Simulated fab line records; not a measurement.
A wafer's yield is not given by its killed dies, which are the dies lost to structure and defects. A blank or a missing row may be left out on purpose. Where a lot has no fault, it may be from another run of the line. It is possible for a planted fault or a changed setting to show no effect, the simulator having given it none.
Which tool was responsible? + flow sky130 + 6 lots with 17 wafers sampled at 3 steps, on a route of 708 steps

## WHAT THE GAUGES READ, wafer by wafer
SKY_VIA3_CD_MEAS_12: target cd 200 nm.
| lot  | measured     | on       | cdNm (nm)               |
|------|--------------|----------|-------------------------|
| L919 | day 40 22:41 | cdSem-01 | 201.7 200.7 199.3       |
| L922 | day 41 22:31 | cdSem-01 | 198.6 198.4 199.0       |
| L924 | day 42 06:38 | cdSem-02 | 200.7 199.2 200.1       |
| L929 | day 43 18:37 | cdSem-01 | 153.6 154.6 153.3 154.6 |
| L937 | day 45 11:37 | cdSem-02 | 200.5 201.6 200.0       |
| L939 | day 46 00:09 | cdSem-02 | 202.2 200.3 202.3       |

## WHICH TOOL RAN EACH LOT (tool, then ch and the chambers of the sampled wafers, then the start)
| lot  | SKY_LI_CONTACT_SPUTTER_20   | SKY_VIA3_EXPOSE_09               |
|------|-----------------------------|----------------------------------|
| L919 | pvdSputter-03, day 30 15:47 | krfScanner-02 ch 0, day 40 10:17 |
| L922 | pvdSputter-03, day 31 19:11 | krfScanner-01 ch 0, day 41 10:53 |
| L924 | pvdSputter-04, day 32 01:43 | krfScanner-02 ch 0, day 41 19:10 |
| L929 | pvdSputter-04, day 33 21:06 | krfScanner-01 ch 0, day 43 07:10 |
| L937 | pvdSputter-01, day 36 00:06 | krfScanner-02 ch 0, day 45 01:22 |
| L939 | pvdSputter-04, day 36 12:21 | krfScanner-02 ch 0, day 45 13:50 |
- SKY_LI_CONTACT_SPUTTER_20: material TiN, target thk 20 nm, time 80 s.
- SKY_VIA3_EXPOSE_09: exposes mask VIM3, target cd 200 nm.

## THE ANSWER, worked out from the rows above alone
Rule: usual is defined by the lots themselves. Put in order of their means at a reading, lots are off if they are a third of the lots or fewer, leave a main group of 4 or more, and stand apart from it by a gap of 3 or more times the standard deviation of the main group's means; of several such gaps the widest counts. A main group is skipped when, at the precision printed for the reading in the tables above, its means are all equal. Also off: a lot with no number at a reading for which 4 or more lots have one. Any other lot the step has rows for is counted as sound.
Off: L929, at SKY_VIA3_CD_MEAS_12 (cdNm). The main group: mean 200.3 nm, standard deviation 0.97.
If a tool, at a process step before that reading, ran all the lots that are off and no sound lot after the first of them, it fits. Gauges at SKY_VIA3_CD_MEAS_12: tried the same way as those tools. 2 tools fit, krfScanner-01 at SKY_VIA3_EXPOSE_09 and cdSem-01 at SKY_VIA3_CD_MEAS_12, so this cannot tell which one it is.

## WHAT WAS PUT IN BY THE SIMULATOR
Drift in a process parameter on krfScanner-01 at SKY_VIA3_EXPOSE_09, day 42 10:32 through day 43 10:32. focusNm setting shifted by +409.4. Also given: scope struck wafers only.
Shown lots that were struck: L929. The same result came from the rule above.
